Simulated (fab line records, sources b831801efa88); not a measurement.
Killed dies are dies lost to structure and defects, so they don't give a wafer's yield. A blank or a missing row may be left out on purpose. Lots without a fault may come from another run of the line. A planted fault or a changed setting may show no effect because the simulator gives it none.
Which tool did it? | flow gf180mcu | 6 lots, 18 wafers sampled, at 2 steps of a route of 602

WHAT THE GAUGES READ, wafer by wafer
GF_V4_OVL_MEAS_15.
lot  | measured     | on         | V4_OVL (nm)
L822 | day 24 22:49 | overlay-01 | 3 -5 6
L826 | day 26 00:31 | overlay-01 | -2 -2 3
L834 | day 28 14:30 | overlay-02 | 0 4 5
L837 | day 29 14:15 | overlay-02 | 2 -2 3
L841 | day 30 14:16 | overlay-01 | 1 -6 -6
L843 | day 30 22:49 | overlay-02 | -4 -8 -5

WHICH TOOL RAN EACH LOT (tool, then ch and the chambers of the sampled wafers, then the start)
lot  | GF_V3_SPUTTER_21
L822 | pvd_sputter-02, day 22 23:54
L826 | pvd_sputter-01, day 24 02:49
L834 | pvd_sputter-01, day 26 18:47
L837 | pvd_sputter-04, day 27 20:05
L841 | pvd_sputter-02, day 28 21:13
L843 | pvd_sputter-02, day 29 07:56
- GF_V3_SPUTTER_21: material Ti, target thk 15 nm, time 80.02 s.

THE ANSWER, worked out from the rows above alone
Rule: what is usual is taken from the lots themselves. Put in order of their means at a reading, lots are off if they are a third of the lots or fewer, leave a main group of 4 or more, and stand apart from it by a gap of 3 or more times the standard deviation of the main group's means; of several such gaps the widest counts. A main group whose means are all the same, to the digits that the tables above print for the reading, isn't used. A lot without any number at a reading at which 4 lots or more have one is off too. The other lots that the step has rows for count as sound.
No lot is off at any reading shown: from this, nothing can be told.

WHAT THE SIMULATOR HAD PUT IN
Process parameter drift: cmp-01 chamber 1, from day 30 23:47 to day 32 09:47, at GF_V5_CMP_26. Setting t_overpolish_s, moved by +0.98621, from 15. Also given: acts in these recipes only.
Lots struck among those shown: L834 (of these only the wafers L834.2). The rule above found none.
